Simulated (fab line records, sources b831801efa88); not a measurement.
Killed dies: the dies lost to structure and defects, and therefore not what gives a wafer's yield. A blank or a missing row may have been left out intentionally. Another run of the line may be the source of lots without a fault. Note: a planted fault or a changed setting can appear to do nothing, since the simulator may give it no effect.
Check for tools in common    flow sky130    45 wafers sampled across 12 lots

WHY IT WAS OPENED
At SKY_LDD_P_TW_MEAS_11 the reading LDD_P_TW is flagged on 3 of 12 lots. Wafers without a fault read 639, standard deviation 6.7.
Rule: flag the lot when none of its wafers has a number, or when each of its wafers that has one lies beyond 4 standard deviations from that mean. The rest of the lots are taken to be sound.

lot   measured      on            LDD_P_TW, wafer by wafer  flag
L625  day 19 13:16  filmMetro-01  651 646 646               
L627  day 20 09:07  filmMetro-02  641 637 637               
L630  day 21 10:56  filmMetro-02  789 792 788 787 785 792   FLAGGED
L636  day 23 03:13  filmMetro-03  795 799 796 797 794 798   FLAGGED
L637  day 23 14:56  filmMetro-02  793 795 792 791 789 790   FLAGGED
L640  day 24 16:55  filmMetro-03  634 628 631               
L642  day 25 01:03  filmMetro-02  636 634 641               
L643  day 25 08:17  filmMetro-03  632 631 627               
L644  day 25 16:46  filmMetro-02  634 639 638               
L645  day 26 02:29  filmMetro-01  645 647 646               
L646  day 26 06:05  filmMetro-01  650 646 648               
L647  day 26 10:53  filmMetro-03  633 633 634               
The mean of the flagged lots' numbers is 792, +153 from the usual (+23 standard deviations).

TOOL THAT RAN EACH LOT
The record keeps 1 process step preceding the reading, out of 708 steps on the route. Every cell lists first the tool, next ch and the chambers used by the sampled wafers, and last the start.
lot   flag     SKY_LDD_P_IMPLANT_09
L625           implanter-04 ch 0, day 19 13:01
L627           implanter-01 ch 0, day 20 08:52
L630  FLAGGED  implanter-01 ch 0, day 21 10:23
L636  FLAGGED  implanter-02 ch 0, day 23 02:32
L637  FLAGGED  implanter-04 ch 0, day 23 14:19
L640           implanter-01 ch 0, day 24 16:40
L642           implanter-02 ch 0, day 25 00:50
L643           implanter-01 ch 0, day 25 08:04
L644           implanter-02 ch 0, day 25 16:31
L645           implanter-02 ch 0, day 26 02:16
L646           implanter-04 ch 0, day 26 05:52
L647           implanter-04 ch 0, day 26 10:38
These steps, and what they do:
- SKY_LDD_P_IMPLANT_09
- SKY_LDD_P_TW_MEAS_11

FLAGGED AGAINST TOTAL, ONE TOOL AT A TIME (gauges that did the reading follow at the end)
step                  tool          lots run  flagged  share of the flagged lots  sound lots run after its first flagged lot
SKY_LDD_P_IMPLANT_09  implanter-01  4         1        some                       2 (L640,L643)
SKY_LDD_P_IMPLANT_09  implanter-02  4         1        some                       3 (L642,L644,L645)
SKY_LDD_P_IMPLANT_09  implanter-04  4         1        some                       2 (L646,L647)
SKY_LDD_P_TW_MEAS_11  filmMetro-01  3         0        none                       -
SKY_LDD_P_TW_MEAS_11  filmMetro-02  5         2        some                       2 (L642,L644)
SKY_LDD_P_TW_MEAS_11  filmMetro-03  4         1        some                       3 (L640,L643,L647)

WHAT THE TABLE ALLOWS
No row of the table ran every flagged lot.

WHAT THE SIMULATOR HAD INSERTED
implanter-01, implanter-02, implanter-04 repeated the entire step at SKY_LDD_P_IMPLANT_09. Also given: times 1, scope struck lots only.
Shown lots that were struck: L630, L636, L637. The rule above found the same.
